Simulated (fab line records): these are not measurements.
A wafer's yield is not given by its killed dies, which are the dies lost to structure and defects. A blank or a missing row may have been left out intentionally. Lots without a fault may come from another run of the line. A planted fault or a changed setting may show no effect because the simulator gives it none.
Check for tools in common ; flow sky130 ; 36 wafers sampled across 12 lots

## REASON IT WAS OPENED
SKY_LDD_LDN_TW_MEAS_13, reading LDD_LDN_TW: flagged on 3 of 12 lots. Fault-free wafers read 1483, with a standard deviation of 7.5.
Rule: a lot is flagged when every wafer of it that has a number lies more than 4 standard deviations from that mean, or none has a number. As for the other lots, they are considered sound.

lot;measured;on;LDD_LDN_TW, wafer by wafer;flag
L349;day 22 13:27;film metro-04;1487 1487 1496;
L350;day 23 03:27;film metro-03;1584 1592 1585;FLAGGED
L356;day 25 16:31;film metro-04;1578 1579 1582;FLAGGED
L358;day 26 07:28;film metro-02;1588 1594 1595;FLAGGED
L363;day 28 00:39;film metro-04;1484 1481 1482;
L364;day 28 04:02;film metro-02;1489 1491 1486;
L365;day 28 10:47;film metro-03;1482 1470 1484;
L367;day 30 00:22;film metro-02;1474 1490 1483;
L368;day 30 01:56;film metro-02;1484 1486 1479;
L369;day 30 06:52;film metro-04;1492 1489 1492;
L371;day 30 16:48;film metro-03;1477 1480 1484;
L372;day 30 22:02;film metro-04;1486 1486 1483;
Average over the flagged lots: 1586; offset from the usual +103, equal to +14 standard deviations.

## WHICH TOOL RAN EACH LOT
3 process steps preceding the reading are held in the record, out of 708 steps in the route. Read each cell as the tool, then ch plus the chambers that the sampled wafers visited, then the start.
lot;flag;SKY_LDD_HVN_STRIP_09;SKY_LDD_LDN_IMPLANT_09;SKY_LDD_LDN_STRIP_12
L349;;plasma asher-03 ch 0,1, day 19 23:17;implanter-04 ch 0, day 22 12:55;plasma asher-03 ch 0,1, day 22 13:20
L350;FLAGGED;plasma asher-02 ch 0,1, day 20 11:47;implanter-03 ch 0, day 23 02:17;plasma asher-04 ch 0,1, day 23 03:20
L356;FLAGGED;plasma asher-04 ch 0,1, day 23 04:23;implanter-04 ch 0, day 25 15:40;plasma asher-03 ch 0,1, day 25 16:24
L358;FLAGGED;plasma asher-02 ch 1, day 23 20:02;implanter-03 ch 0, day 26 06:37;plasma asher-04 ch 0,1, day 26 07:21
L363;;plasma asher-04 ch 0,1, day 25 14:11;implanter-03 ch 0, day 28 00:07;plasma asher-01 ch 0,1, day 28 00:32
L364;;plasma asher-04 ch 0,1, day 25 18:23;implanter-04 ch 0, day 28 03:29;plasma asher-01 ch 0,1, day 28 03:56
L365;;plasma asher-04 ch 0,1, day 26 00:47;implanter-03 ch 0, day 28 10:14;plasma asher-03 ch 0,1, day 28 10:41
L367;;plasma asher-02 ch 0,1, day 27 15:19;implanter-04 ch 0, day 29 23:50;plasma asher-01 ch 0,1, day 30 00:16
L368;;plasma asher-02 ch 0,1, day 27 16:47;implanter-04 ch 0, day 30 01:23;plasma asher-03 ch 0,1, day 30 01:50
L369;;plasma asher-04 ch 0,1, day 27 21:25;implanter-04 ch 0, day 30 06:20;plasma asher-01 ch 0,1, day 30 06:47
L371;;plasma asher-03 ch 0,1, day 28 07:35;implanter-03 ch 0, day 30 16:16;plasma asher-01 ch 0,1, day 30 16:41
L372;;plasma asher-02 ch 0,1, day 28 11:56;implanter-01 ch 0, day 30 21:31;plasma asher-03 ch 0,1, day 30 21:56
What the steps here do:
- SKY_LDD_HVN_STRIP_09: strips in O2/N2.
- SKY_LDD_LDN_IMPLANT_09
- SKY_LDD_LDN_STRIP_12: strips in O2/N2.
- SKY_LDD_LDN_TW_MEAS_13

## FLAGGED OVER TOTAL, TOOL BY TOOL (the gauges that took the reading come last)
step;tool;lots run;flagged;share of the flagged lots;sound lots run after its first flagged lot
SKY_LDD_HVN_STRIP_09;plasma asher-02;5;2;some;3 (L367,L368,L372)
SKY_LDD_HVN_STRIP_09;plasma asher-03;2;0;none;-
SKY_LDD_HVN_STRIP_09;plasma asher-04;5;1;some;4 (L363,L364,L365,L369)
SKY_LDD_LDN_IMPLANT_09;implanter-01;1;0;none;-
SKY_LDD_LDN_IMPLANT_09;implanter-03;5;2;some;3 (L363,L365,L371)
SKY_LDD_LDN_IMPLANT_09;implanter-04;6;1;some;4 (L364,L367,L368,L369)
SKY_LDD_LDN_STRIP_12;plasma asher-01;5;0;none;-
SKY_LDD_LDN_STRIP_12;plasma asher-03;5;1;some;3 (L365,L368,L372)
SKY_LDD_LDN_STRIP_12;plasma asher-04;2;2;some;0
SKY_LDD_LDN_TW_MEAS_13;film metro-02;4;1;some;3 (L364,L367,L368)
SKY_LDD_LDN_TW_MEAS_13;film metro-03;3;1;some;2 (L365,L371)
SKY_LDD_LDN_TW_MEAS_13;film metro-04;5;1;some;3 (L363,L369,L372)

## WHAT THE TABLE PERMITS
No row of the table ran every flagged lot.

## WHAT THE SIMULATOR HAD INSERTED
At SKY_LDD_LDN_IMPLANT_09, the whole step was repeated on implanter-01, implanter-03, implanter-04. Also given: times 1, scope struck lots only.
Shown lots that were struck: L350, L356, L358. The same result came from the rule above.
